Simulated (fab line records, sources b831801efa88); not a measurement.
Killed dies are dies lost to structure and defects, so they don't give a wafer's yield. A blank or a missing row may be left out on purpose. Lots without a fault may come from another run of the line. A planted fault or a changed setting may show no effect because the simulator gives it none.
A struck lot beside a sound one | flow gf180mcu | 16 steps out of a route of 602
Sound: wafers L744.1, L744.4, L744.6. Struck: wafers L753.3, L753.4, L753.5. The cause comes at the end.
At each step with rows: each side's tool, then ch and its chambers, then its first start. Under that, the readings that differ: sound wafers | struck wafers | difference of the means | sigmas: that difference in standard deviations of wafers without a fault.
alike: readings whose means differ by less than 2 such deviations, and words and numbers that are the same on both sides. not compared: withheld readings, readings that some wafer has no value for, bounds like >300 that may hide the same value, and numbers for which the record gives no deviation and whose values overlap.
The two part at a step that has a row with sigmas, a row that says differs or no value, or rows on one side only. Numbers that don't overlap but have no deviation are shown without sigmas and don't part them. A reading that every wafer of one side lacks parts them only if that side has two wafers or more.

GF_POLY_GATE_ETCH_13: etches poly-Si in HBr/Cl2, stops on SiO2, target depth 198.5 nm, time 69.6 s.
  sound on rie_si-01 ch 0,3, day 9 02:34; struck on rie_si-01 ch 1,2,3, day 11 18:16
  alike: drypump_motor_current_A, mfc_cl2_sccm, oes_product_au, throttle_valve_pct
  not compared: rf_hours_counter_h
GF_POLY_GATE_STRIP_14: strips in O2/N2.
  sound on plasma_asher-03 ch 0,1, day 9 02:38; struck on plasma_asher-01 ch 0,1, day 11 18:22
  alike: drypump_motor_current_A, heater_power_w, oes_product_au
  not compared: rf_hours_counter_h
then, 2 steps without rows for these wafers: GF_POLY_GATE_CLEAN_15 (cleans in SC1/SC2, time 150 s); GF_POLY_GATE_OXIDATION_16 (stabilise 600 s, purge 300 s, target thk 4 nm).
GF_POLY_GATE_THK_MEAS_17:
  sound on film_metro-04, day 9 04:02; struck on film_metro-02, day 12 01:25
  alike: POLY_GATE_OXIDATION_THK
GF_POLY_GATE_CD_MEAS_18:
  sound on cd_sem-02, day 9 04:05; struck on cd_sem-02, day 12 01:31
  alike: cd_nm
then, 6 steps without rows for these wafers: GF_HV_LDD_DEHYDRATE_00 (time 60 s); GF_HV_LDD_HMDS_01 (prime time 60 s); GF_HV_LDD_COAT_02 (resist thk 1000 nm); GF_HV_LDD_SOFTBAKE_03 (time 60 s); GF_HV_LDD_EXPOSE_04 (exposes mask Nplus LV AREA, target cd 400 nm); GF_HV_LDD_PEB_05.
GF_HV_LDD_DEVELOP_06: develop time 60 s.
  sound on litho_track-03 ch 0, day 9 21:40; struck on litho_track-02 ch 0, day 12 21:07
GF_HV_LDD_CD_MEAS_07: target cd 400 nm.
  sound on cd_sem-02, day 9 21:49; struck on cd_sem-01, day 12 21:15
  reading    | sound             | struck            | difference | sigmas
  cd_nm (nm) | 402.7 403.3 403.5 | 378.5 377.6 378.6 | -24.9      | -12
GF_HV_LDD_OVL_MEAS_08:
  sound on overlay-01, day 9 21:56; struck on overlay-02, day 12 21:21
  alike: HV_LDD_OVL
GF_PASSIVATION_PROBE_99:
  the record has rows for the sound wafers here (prober-01, day 28 23:21) and none for the struck ones

WHERE THEY PART
First at GF_HV_LDD_CD_MEAS_07; last, within this record, at GF_PASSIVATION_PROBE_99.

WHY: what the simulator had put in
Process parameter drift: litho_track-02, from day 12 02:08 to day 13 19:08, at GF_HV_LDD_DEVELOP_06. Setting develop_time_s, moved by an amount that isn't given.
